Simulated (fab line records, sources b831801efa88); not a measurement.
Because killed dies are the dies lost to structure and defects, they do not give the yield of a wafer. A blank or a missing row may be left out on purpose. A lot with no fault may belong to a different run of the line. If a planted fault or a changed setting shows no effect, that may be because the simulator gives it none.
fab line records	flow sfqLine
record lots=15	wafers=42	lastDay=77
route steps=325 shown INCOMING@1 I0@54 M2@89 I3@134
lots that met no fault: from a run of the same line without faults
startH: start of the lot's first displayed wafer, in hours after the record's first day	waitH: time in hours since the lot's previous step	" unchanged from the row above	L1.1+2: a row that stands for several wafers	- no value present, or no start provided	* or withheld: withheld	< > ~ a bound
route shown NAME@n: NAME is a module with steps in the file, n the number in the route of the first one	usual: mean/standard deviation of fault-free wafers	same: alike in all rows	chamber/n: place in a boat	sites: per-site readings	_std_site: the standard deviation of these	_edge_site: outer sites' mean less inner sites'	radiusMm: for every site, how far away it sits from the centre of the wafer	mask NAME#n: copy n	behind: the most recent tool/chamber to have shaped the wafer	hold: the reason the lot was held/the length of the hold in hours/how it ended	device: the transistor (n, p or np) that didn't switch	end of line: tests of these same wafers at the route's end	a step given without rows: its recipe and nothing more	killed: the dies lost at the first sort to structure and to defects; this is not the yield of the wafer	map: the dies of a wafer, with x for killed, . for not killed, _ for no die there
set.NAME: the run value of the setting; set.NAME@STEP: its run value at that earlier step	model.NAME: the simulator's own value behind a step, which no gauge read
steps of the route over a sample of lots; a table a step, a row a wafer
services: a tool's chamber out of use, with start hour (startH, from the record's first day; less than 0 if before it), hours out, and reason
## steps
# step SFQ_INCOMING_BOW_MEAS_900
# recipe mode=bow
# usual INCOMING_BOW=0/6.3
lot.wafer	tool	chamber	startH	waitH	INCOMING_BOW[um]
L134.2	filmMetro-02	-	15.02	-	-1
L134.4	"	-	"	"	-4
L134.6	"	-	"	"	4
L135.1	filmMetro-01	-	20.00	-	7
L135.3	"	-	"	"	0
L135.6	"	-	"	"	11
L136.1	filmMetro-02	-	25.00	-	4
L136.2	"	-	"	"	6
L136.6	"	-	"	"	-4
L137.1	filmMetro-02	-	30.00	-	1
L137.3	"	-	"	"	4
L137.5	"	-	"	"	5
L140.1	filmMetro-02	-	45.00	-	-3
L140.2	"	-	"	"	-2
L140.6	"	-	"	"	-8
L141.3	filmMetro-01	-	50.04	-	3
L141.4	"	-	"	"	8
L141.5	"	-	"	"	-1
L142.1	filmMetro-03	-	55.00	-	-6
L142.3	"	-	"	"	3
L142.6	"	-	"	"	5
L143.3	filmMetro-03	-	60.04	-	3
L143.5	"	-	"	"	-6
L143.6	"	-	"	"	5
L144.1	filmMetro-03	-	65.00	-	10
L144.2	"	-	"	"	0
L144.6	"	-	"	"	6
L145.2	filmMetro-02	-	70.02	-	-8
L145.5	"	-	"	"	10
L145.6	"	-	"	"	-1
L148.1	filmMetro-03	-	85.08	-	-8
L148.4	"	-	"	"	-10
L148.5	"	-	"	"	2
L151.1	filmMetro-02	-	100.00	-	-15
L151.2	"	-	"	"	3
L152.1	filmMetro-02	-	105.00	-	-2
L152.2	"	-	"	"	10
L155.4	filmMetro-02	-	120.06	-	7
L155.6	"	-	"	"	8
L156.2	filmMetro-01	-	125.02	-	-6
L156.5	"	-	"	"	9
L156.6	"	-	"	"	-2
# step SFQ_TRILAYER_I0_VIA_BARC_OPEN_VIA_ETCH_046
# recipe maskMaterial=PR	chemistry=O2	targetDepthNm=125	target=BARC	sourceW=500	biasW=80	pressureMtorr=30	timeS=41.7
# usual biasW=79.98/0.25	drypumpMotorCurrentA=5.7/0.42	oesProductAu=0.685/0.0042	runLengthS=69.8/0.46
lot.wafer	tool	chamber	startH	waitH	biasW	drypumpMotorCurrentA	oesProductAu	rfHoursCounterH	runLengthS
L134.2	rieDiel-04	2	233.44	0.0	80.21	5.9	0.694	9	69.1
L134.4	"	1	"	"	79.36	5.8	0.685	101	70.3
L134.6	"	2	"	"	79.61	5.9	0.684	-	69.3
L135.1	rieDiel-01	2	234.64	0.0	80.25	6.1	0.680	101	69.2
L135.3	"	0	"	"	79.79	4.7	0.685	119	69.8
L135.6	"	3	"	"	80.01	5.8	0.684	-	69.5
L136.1	rieDiel-01	3	239.44	0.0	79.81	5.7	0.682	136	69.7
L136.2	"	1	"	"	79.71	5.8	0.684	55	70.1
L136.6	"	2	"	"	80.21	6.1	0.685	-	69.1
L137.1	rieDiel-04	3	243.04	0.0	80.24	5.8	0.682	101	69.5
L137.3	"	0	"	"	79.90	5.7	0.684	90	69.6
L137.5	"	1	"	"	80.11	5.8	0.681	-	70.2
L140.1	rieDiel-01	0	270.09	0.0	79.90	4.8	0.688	120	69.9
L140.2	"	1	"	"	79.95	5.8	0.687	55	70.0
L140.6	"	3	"	"	79.60	5.7	0.689	-	69.4
L141.3	rieDiel-01	1	284.44	0.0	79.99	5.8	0.683	55	70.0
L141.4	"	2	"	"	79.96	6.1	0.693	-	69.4
L141.5	"	0	"	"	80.19	4.8	0.685	-	70.4
L142.1	rieDiel-01	1	290.44	0.0	80.01	5.8	0.678	56	70.1
L142.3	"	3	"	"	80.49	5.8	0.690	137	69.9
L142.6	"	0	"	"	79.95	4.8	0.684	-	69.8
L143.3	rieDiel-01	2	303.64	0.0	79.81	6.1	0.686	102	69.3
L143.5	"	1	"	"	80.12	5.8	0.698	-	70.0
L143.6	"	2	"	"	80.07	6.1	0.686	-	69.1
L144.1	rieDiel-02	3	307.24	0.0	79.93	5.8	0.686	134	70.5
L144.2	"	0	"	"	79.71	6.0	0.690	32	69.8
L144.6	"	0	"	"	80.44	6.0	0.681	-	69.6
L145.2	rieDiel-01	0	313.24	0.0	80.16	4.8	0.683	121	69.9
L145.5	"	0	"	"	80.23	4.8	0.681	-	69.8
L145.6	"	2	"	"	80.23	6.1	0.680	-	69.2
L148.1	rieDiel-01	2	336.04	0.0	80.21	6.1	0.685	103	69.7
L148.4	"	3	"	"	80.07	5.7	0.685	0	69.6
L148.5	"	0	"	"	79.84	4.8	0.686	-	69.9
L151.1	rieDiel-01	2	351.64	0.0	80.13	6.1	0.689	103	69.2
L151.2	"	0	"	"	79.76	4.8	0.668	122	72.2
L152.1	rieDiel-01	3	358.84	0.0	80.08	5.8	0.688	1	69.4
L152.2	"	1	"	"	80.22	5.8	0.672	57	73.1
L155.4	rieDiel-01	3	379.26	0.0	79.69	5.8	0.679	-	69.7
L155.6	"	2	"	"	79.54	6.1	0.666	-	72.1
L156.2	rieDiel-04	0	382.84	0.0	80.19	5.7	0.682	92	69.5
L156.5	"	0	"	"	80.27	5.7	0.688	-	69.4
L156.6	"	3	"	"	80.19	5.8	0.682	-	69.5
# step SFQ_TRILAYER_M2_DEP_SPUTTER_055
# recipe material=Nb	basePressurePa=1.33e-06	chamberPressurePa=0.1333	substrateTempC=20	resputterCathodeVoltageV=400	targetThkNm=200	powerW=2000	timeS=133.3
# usual throttleValvePct=30.0/1
# same timeS=133.3
lot.wafer	tool	chamber	startH	waitH	throttleValvePct
L134.2	pvdSputter-05	-	410.40	0.0	29.5
L134.4	"	-	"	"	28.4
L134.6	"	-	"	"	28.4
L135.1	pvdSputter-05	-	412.72	0.0	28.6
L135.3	"	-	"	"	31.0
L135.6	"	-	"	"	31.0
L136.1	pvdSputter-05	-	416.34	0.0	30.9
L136.2	"	-	"	"	29.5
L136.6	"	-	"	"	28.8
L137.1	pvdSputter-06	-	418.74	0.0	29.4
L137.3	"	-	"	"	29.4
L137.5	"	-	"	"	29.3
L140.1	pvdSputter-06	-	449.92	0.0	29.5
L140.2	"	-	"	"	29.2
L140.6	"	-	"	"	31.1
L141.3	pvdSputter-06	-	461.92	0.0	29.7
L141.4	"	-	"	"	31.4
L141.5	"	-	"	"	31.4
L142.1	pvdSputter-06	-	478.60	0.0	29.1
L142.3	"	-	"	"	30.6
L142.6	"	-	"	"	31.5
L143.3	pvdSputter-04	-	501.90	0.0	29.6
L143.5	"	-	"	"	29.3
L143.6	"	-	"	"	31.4
L144.1	pvdSputter-05	-	505.50	0.0	28.5
L144.2	"	-	"	"	29.6
L144.6	"	-	"	"	29.8
L145.2	pvdSputter-05	-	510.31	0.0	30.9
L145.5	"	-	"	"	29.7
L145.6	"	-	"	"	28.2
L148.1	pvdSputter-04	-	530.13	0.0	31.5
L148.4	"	-	"	"	29.7
L148.5	"	-	"	"	29.5
L151.1	pvdSputter-04	-	548.70	0.0	29.9
L151.2	"	-	"	"	29.2
L152.1	pvdSputter-05	-	559.50	0.0	29.6
L152.2	"	-	"	"	31.1
L155.4	pvdSputter-06	-	573.90	0.0	29.2
L155.6	"	-	"	"	29.1
L156.2	pvdSputter-05	-	576.31	0.0	31.0
L156.5	"	-	"	"	31.2
L156.6	"	-	"	"	28.1
# step SFQ_TRILAYER_I3_CMP_CMP_082
# recipe material=SiO2	downForcePsi=3	platenRpm=60	padVelocityMS=0.94248
# usual motorCurrentA=10.0/0.85	platenRpm=60.00/0.035	timeToEndpointS=215/9.4
lot.wafer	tool	chamber	startH	waitH	motorCurrentA	platenRpm	timeToEndpointS
L134.2	cmp-02	2	673.40	13.5	10.2	60.03	216
L134.4	"	3	"	"	11.5	59.97	223
L134.6	"	2	675.40	15.4	10.5	60.03	220
L135.1	cmp-02	1	676.40	12.9	8.7	60.01	199
L135.3	"	2	"	"	10.5	59.96	223
L135.6	"	2	678.90	15.3	10.4	59.97	222
L136.2	cmp-01	2	683.73	13.2	9.9	59.93	210
L136.1	"	0	684.73	14.2	9.4	60.09	211
L136.6	"	3	686.23	15.6	9.5	60.02	210
L137.3	cmp-02	3	688.40	15.6	11.7	60.01	215
L137.1	"	0	"	"	9.9	59.98	223
L137.5	"	0	690.90	18.1	9.4	59.97	217
L140.2	cmp-02	3	709.40	14.7	11.5	60.06	220
L140.1	"	1	710.40	15.7	8.8	59.96	208
L140.6	"	0	711.90	17.2	10.2	59.99	228
L141.3	cmp-01	3	716.73	16.3	9.3	60.05	204
L141.4	"	0	"	"	9.1	60.03	212
L141.5	"	0	719.23	18.8	10.4	60.07	222
L142.3	cmp-02	3	736.90	22.1	11.5	59.98	226
L142.1	"	0	"	"	9.8	60.03	220
L142.6	"	3	738.90	24.1	11.4	59.97	228
L143.3	cmp-02	3	752.40	26.8	11.6	59.97	206
L143.6	"	1	753.40	27.7	8.6	59.97	211
L143.5	"	2	"	"	10.2	59.98	214
L144.1	cmp-02	2	757.90	27.5	10.3	60.02	208
L144.2	"	3	"	"	11.4	59.98	210
L144.6	"	1	759.40	28.9	8.7	59.96	213
L145.2	cmp-02	2	760.40	28.1	10.0	59.99	237
L145.6	"	2	762.40	30.0	10.5	60.02	228
L145.5	"	3	"	"	11.7	59.98	214
L148.1	cmp-01	2	786.73	31.6	9.8	60.02	216
L148.4	"	0	787.73	32.6	10.1	60.01	208
L148.5	"	3	789.23	34.1	9.3	60.00	211
L151.2	cmp-01	3	813.11	40.0	9.5	60.02	215
L151.1	"	2	814.61	41.5	10.4	60.02	226
L152.2	cmp-01	3	828.90	45.0	9.4	59.98	199
L152.1	"	0	"	"	9.2	59.96	206
L155.4	cmp-02	0	840.34	42.0	10.1	60.06	223
L155.6	"	2	841.34	43.0	10.2	59.98	223
L156.2	cmp-02	3	842.84	42.1	11.2	60.01	212
L156.5	"	2	844.34	43.6	10.8	60.02	223
L156.6	"	3	"	"	10.9	60.01	220
## services
tool	chamber	startH	hours	kind
cmp-02	-	232.65	4.0	pm
pvdSputter-06	-	267.53	1.5	repair
cmp-02	-	278.34	10.5	pm
rieDiel-01	3	278.63	8.8	repair
pvdSputter-06	-	306.56	7.0	repair
rieDiel-01	3	384.32	9.5	repair
rieDiel-01	3	409.49	12.7	repair
pvdSputter-06	-	412.21	0.8	repair
rieDiel-01	1	421.99	2.0	repair
cmp-02	-	435.21	5.2	pm
cmp-02	-	459.18	2.0	repair
rieDiel-01	2	513.16	1.2	repair
cmp-02	-	572.65	4.0	pm
cmp-02	-	581.84	2.2	repair
cmp-02	-	597.98	0.6	repair
pvdSputter-05	-	614.02	3.1	repair
cmp-02	-	629.05	4.4	repair
rieDiel-01	-	706.52	2.8	pm
cmp-02	-	714.28	0.7	repair
pvdSputter-05	-	743.54	2.0	repair
pvdSputter-05	-	747.11	15.2	repair
cmp-02	-	775.40	3.7	pm
rieDiel-01	2	777.01	13.3	repair
cmp-02	-	809.15	6.2	pm
## key
firstSign step=SFQ_TRILAYER_I0_VIA_BARC_OPEN_VIA_ETCH_046	reading=runLengthS	direction=up	sigmas=5.9	usual=*	struck=*
effect step=SFQ_TRILAYER_I0_VIA_BARC_OPEN_VIA_ETCH_046	reading=oesProductAu	direction=down	sigmas=3.8	usual=0.685	struck=0.669
metAt SFQ_TRILAYER_I0_VIA_BARC_OPEN_VIA_ETCH_046
struckLots L151,L152,L155
struckWafers L151.2,L152.2,L155.6
notActingAt SFQ_INCOMING_BOW_MEAS_900,SFQ_TRILAYER_M2_DEP_SPUTTER_055,SFQ_TRILAYER_I3_CMP_CMP_082
onsetBetween 336.04 351.64
fault kind=processParameterDrift	tool=rieDiel-01	chamber=-	onsetH=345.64	steps=SFQ_TRILAYER_I0_VIA_BARC_OPEN_VIA_ETCH_046	channel=timeS	offset=*	shape=step	endH=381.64	scope=struckWafersOnly	actsIn=*	stated=*
